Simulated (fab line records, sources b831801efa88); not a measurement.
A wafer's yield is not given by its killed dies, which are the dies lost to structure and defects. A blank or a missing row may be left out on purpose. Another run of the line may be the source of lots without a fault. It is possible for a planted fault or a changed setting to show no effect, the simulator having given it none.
A lot that was struck, set against a sound lot || flow sfq line || 18 out of 325 route steps
Sound: wafers L686.1, L686.3, L686.4. Wafers struck: L697.1, L697.3, L697.6. The cause comes at the end.
Per side, at each step with rows, come the tool, then ch with its chambers, and then its first start. Under that, the readings that differ: sound wafers || struck wafers || difference of the means || sigmas: that difference in standard deviations of wafers without a fault.
alike: words and numbers the same on both sides, and readings whose means are apart by under 2 such deviations; not compared: readings that were withheld, readings missing a value for some wafer, numbers with overlapping values and no deviation given by the record, and bounds like >300 which may hide the same value.
The two part at a step that has a row with sigmas, a row that says differs or no value, or rows on one side only. Numbers that don't overlap but have no deviation are shown without sigmas and don't part them. A reading missing from all wafers of one side parts the sides only when that side holds two or more wafers.

SFQ_TRILAYER_M4_BARC_OPEN_METAL_ETCH_123: etches BARC in O2, target depth 125 nm, time 41.7 s.
  sound on rie metal-02 ch 0,1, day 39 20:36; struck on rie metal-02 ch 0,1, day 46 15:43
  alike: chamber pressure mTorr, drypump motor current A, oes product au
  not compared: rf hours counter h
SFQ_TRILAYER_M4_ETCH_METAL_ETCH_096: etches Nb in Cl2/Ar, stops on SiO2, target depth 240 nm, time 120 s.
  sound on rie metal-02 ch 0,1, day 39 20:40; struck on rie metal-02 ch 0,1, day 46 15:46
  alike: chamber pressure mTorr, drypump motor current A, oes product au
  not compared: rf hours counter h
then, 3 steps without rows for these wafers: SFQ_TRILAYER_M4_STRIP_STRIP_097 (strips in O2); SFQ_TRILAYER_M4_STRIP_SOLV_CLEAN_098 (cleans in NMP, time 600 s); SFQ_TRILAYER_I4_DEP_PECVD_099 (deposits SiO2 from SiH4/N2O, time 111.11 s, target thk 500 nm).
SFQ_TRILAYER_I4_CMP_CMP_100: polishes SiO2.
  sound on cmp-01 ch 0,2,3, day 40 09:04; struck on cmp-02 ch 0,3, day 47 07:03
  alike: head pressure psi, motor current A, platen rpm, time to endpoint s
SFQ_I4_BOW_MEAS_927:
  sound on film metro-02, day 40 12:04; struck on film metro-02, day 47 10:03
  alike: I4_BOW
SFQ_TRILAYER_I4_METRO_MEASURE_101:
  sound on film metro-02, day 40 12:11; struck on film metro-02, day 47 10:10
  alike: thk nm
then, 4 steps without rows for these wafers: SFQ_TRILAYER_I4_VIA_LITHO_COAT_108 (resist thk 62.37 nm); SFQ_TRILAYER_I4_VIA_LITHO_COAT_103 (resist thk 650 nm); SFQ_TRILAYER_I4_VIA_LITHO_SOFTBAKE_107; SFQ_TRILAYER_I4_VIA_LITHO_EXPOSE_104 (exposes mask I4, target cd 700 nm).
-- the record jumps here: 6 days lie between the struck wafers' starts before and after --
SFQ_TRILAYER_I4_VIA_LITHO_PEB_106: peb time 60 s.
  sound on litho track-04 ch 0, day 41 13:33; struck on litho track-02 ch 0, day 52 23:49
{"reading": "heater power total W (W)", "sound": "79.19 79.21 79.00", "struck": "80.94 80.89 80.93", "difference": "+1.79", "sigmas": "+29"}
  alike: chill plate temp C, exhaust pa, resist line temp C
then, 1 step without rows for these wafers: SFQ_TRILAYER_I4_VIA_LITHO_DEVELOP_105 (time 60 s).
SFQ_I4_OVL_MEAS_928:
  sound on overlay-01, day 41 13:51; struck on overlay-01, day 53 00:07
  alike: I4_OVL
SFQ_TRILAYER_I4_VIA_BARC_OPEN_VIA_ETCH_146: etches BARC in O2, target depth 125 nm, time 41.7 s.
  sound on rie diel-04 ch 0,2, day 41 13:53; struck on rie diel-01 ch 0,1,2, day 53 00:10
{"reading": "model.I4.cd nm (nm)", "sound": "699.7 699.7 698.9", "struck": "691 690.1 688", "difference": -10, "sigmas": ""}
  alike: chamber pressure mTorr, drypump motor current A, oes product au
  not compared: rf hours counter h
SFQ_TRILAYER_I4_VIA_ETCH_VIA_ETCH_106: etches SiO2 in CHF3, stops on Nb, target depth 260 nm.
  sound on rie diel-04 ch 0,2, day 41 13:56; struck on rie diel-01 ch 0,1,2, day 53 00:12
{"reading": "model.I4.cd nm (nm)", "sound": "699 699.6 698.4", "struck": "690 689.3 687.5", "difference": -10, "sigmas": ""}
  alike: chamber pressure mTorr, drypump motor current A, oes product au
SFQ_TRILAYER_I4_VIA_STRIP_STRIP_107: strips in O2.
  sound on rie metal-01 ch 0, day 41 14:02; struck on rie metal-01 ch 1, day 53 00:19
  alike: chamber pressure mTorr, drypump motor current A, oes product au
  not compared: rf hours counter h

== WHERE THEY PART ==
Only at SFQ_TRILAYER_I4_VIA_LITHO_PEB_106, within this record. Later steps at which nothing parts them and some readings are alike: SFQ_I4_OVL_MEAS_928, SFQ_TRILAYER_I4_VIA_BARC_OPEN_VIA_ETCH_146, SFQ_TRILAYER_I4_VIA_ETCH_VIA_ETCH_106, SFQ_TRILAYER_I4_VIA_STRIP_STRIP_107.

WHY: what the simulator had put in
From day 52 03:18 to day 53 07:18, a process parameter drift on litho track-02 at SFQ_TRILAYER_I4_VIA_LITHO_PEB_106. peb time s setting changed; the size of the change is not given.
